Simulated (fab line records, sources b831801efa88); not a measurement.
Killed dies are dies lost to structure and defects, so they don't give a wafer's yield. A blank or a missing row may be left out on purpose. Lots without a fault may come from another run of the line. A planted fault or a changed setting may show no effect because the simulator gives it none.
A struck lot beside a sound one | flow sky130 | 25 steps out of a route of 708
Sound: wafers L542.1, L542.2, L542.4. Struck: wafer L548.4. (L548.3 of the same lot was not struck and is left out.) The cause comes at the end.
At each step with rows: each side's tool, then ch and its chambers, then its first start. Under that, the readings that differ: sound wafers | struck wafers | difference of the means | sigmas: that difference in standard deviations of wafers without a fault.
alike: readings whose means differ by less than 2 such deviations, and words and numbers that are the same on both sides. not compared: withheld readings, readings that some wafer has no value for, bounds like >300 that may hide the same value, and numbers for which the record gives no deviation and whose values overlap.
The two part at a step that has a row with sigmas, a row that says differs or no value, or rows on one side only. Numbers that don't overlap but have no deviation are shown without sigmas and don't part them. A reading that every wafer of one side lacks parts them only if that side has two wafers or more.

first, 6 steps without rows for these wafers: SKY_LDD_HVP_HMDS_01 (prime time 60 s); SKY_LDD_HVP_COAT_02 (resist thk 300 nm); SKY_LDD_HVP_SOFTBAKE_03 (time 60 s); SKY_LDD_HVP_EXPOSE_04 (exposes mask HVPTM, target cd 700 nm); SKY_LDD_HVP_PEB_05; SKY_LDD_HVP_DEVELOP_06 (develop time 60 s).
SKY_LDD_HVP_OVL_MEAS_07:
  sound on overlay-01, day 24 11:31; struck on overlay-01, day 26 08:34
  alike: LDD_HVP_OVL
then, 1 step without rows for these wafers: SKY_LDD_HVP_IMPLANT_08.
SKY_LDD_HVP_STRIP_09: strips in O2/N2.
  sound on plasma_asher-03 ch 0,1, day 24 11:42; struck on plasma_asher-01 ch 0, day 26 08:49
  alike: chamber_pressure_mTorr, drypump_motor_current_A, oes_product_au, strip_time_to_endpoint_s
  not compared: rf_hours_counter_h
SKY_LDD_HVP_TW_MEAS_10:
  sound on film_metro-01, day 24 11:48; struck on film_metro-04, day 26 08:54
  alike: LDD_HVP_TW
then, 2 steps without rows for these wafers: SKY_LDD_LDN_DEHYDRATE_00 (time 60 s); SKY_LDD_LDN_HMDS_01 (prime time 60 s).
SKY_LDD_LDN_COAT_02: resist thk 1140 nm.
  sound on litho_track-03 ch 0, day 25 02:40; struck on litho_track-03 ch 0, day 26 22:55
  reading                                      | sound          | struck | difference | sigmas
  model.NOVOLAK_of_LDD_LDN_COAT_02.thk_nm (nm) | 1134 1131 1130 | 499.4  | -632.3     |
then, 3 steps without rows for these wafers: SKY_LDD_LDN_SOFTBAKE_03 (time 60 s); SKY_LDD_LDN_EXPOSE_04 (exposes mask LDNTM, target cd 700 nm); SKY_LDD_LDN_PEB_05.
SKY_LDD_LDN_DEVELOP_06: develop time 60 s.
  sound on litho_track-03 ch 0, day 25 16:49; struck on litho_track-03 ch 0, day 27 13:49
  reading                                      | sound          | struck | difference | sigmas
  model.NOVOLAK_of_LDD_LDN_COAT_02.thk_nm (nm) | 1134 1130 1130 | 499    | -632       |
  alike: developer_temp_C
SKY_LDD_LDN_OVL_MEAS_07:
  sound on overlay-02, day 25 16:58; struck on overlay-01, day 27 13:56
  alike: LDD_LDN_OVL
then, 4 steps without rows for these wafers: SKY_LDD_LDN_IMPLANT_08; SKY_LDD_LDN_IMPLANT_09; SKY_LDD_LDN_IMPLANT_10; SKY_LDD_LDN_IMPLANT_11.
SKY_LDD_LDN_STRIP_12: strips in O2/N2.
  sound on plasma_asher-02 ch 0,1, day 25 17:36; struck on plasma_asher-02 ch 0, day 27 14:35
  reading                        | sound                | struck | difference | sigmas
  chamber_pressure_mTorr (mTorr) | 1497.4 1499.7 1500.7 | 1503.1 | +3.8       | +3
  oes_product_au (a.u.)          | 0.721 0.714 0.719    | 0.509  | -0.209     | -44
  strip_time_to_endpoint_s (s)   | 14.11 14.08 14.06    | 6.66   | -7.42      | -99 or more
  alike: drypump_motor_current_A
  not compared: rf_hours_counter_h
SKY_LDD_LDN_TW_MEAS_13:
  sound on film_metro-02, day 25 17:42; struck on film_metro-01, day 27 14:40
  alike: LDD_LDN_TW
-- the record jumps here: 21 days lie between the struck wafers' starts before and after (it left off in module LDD_LDN and takes up again in module PAD_OPEN, whose first step shown is number 708 of the route) --
SKY_PAD_OPEN_PROBE_99:
  sound on prober-01, day 47 19:55; struck on prober-02, day 49 00:20
  reading             | sound | struck | difference | sigmas
  killed_at_front_end | 12    | 42     | +30        | +7
  killed_dies         | 79    | 105    | +26        | +3
  alike: killed_at_M0_to_M3, killed_at_M4_up, killed_at_contacts, killed_at_other, killed_open, killed_short

WHERE THEY PART
First at SKY_LDD_LDN_STRIP_12; last, within this record, at SKY_PAD_OPEN_PROBE_99.

WHY: what the simulator had put in
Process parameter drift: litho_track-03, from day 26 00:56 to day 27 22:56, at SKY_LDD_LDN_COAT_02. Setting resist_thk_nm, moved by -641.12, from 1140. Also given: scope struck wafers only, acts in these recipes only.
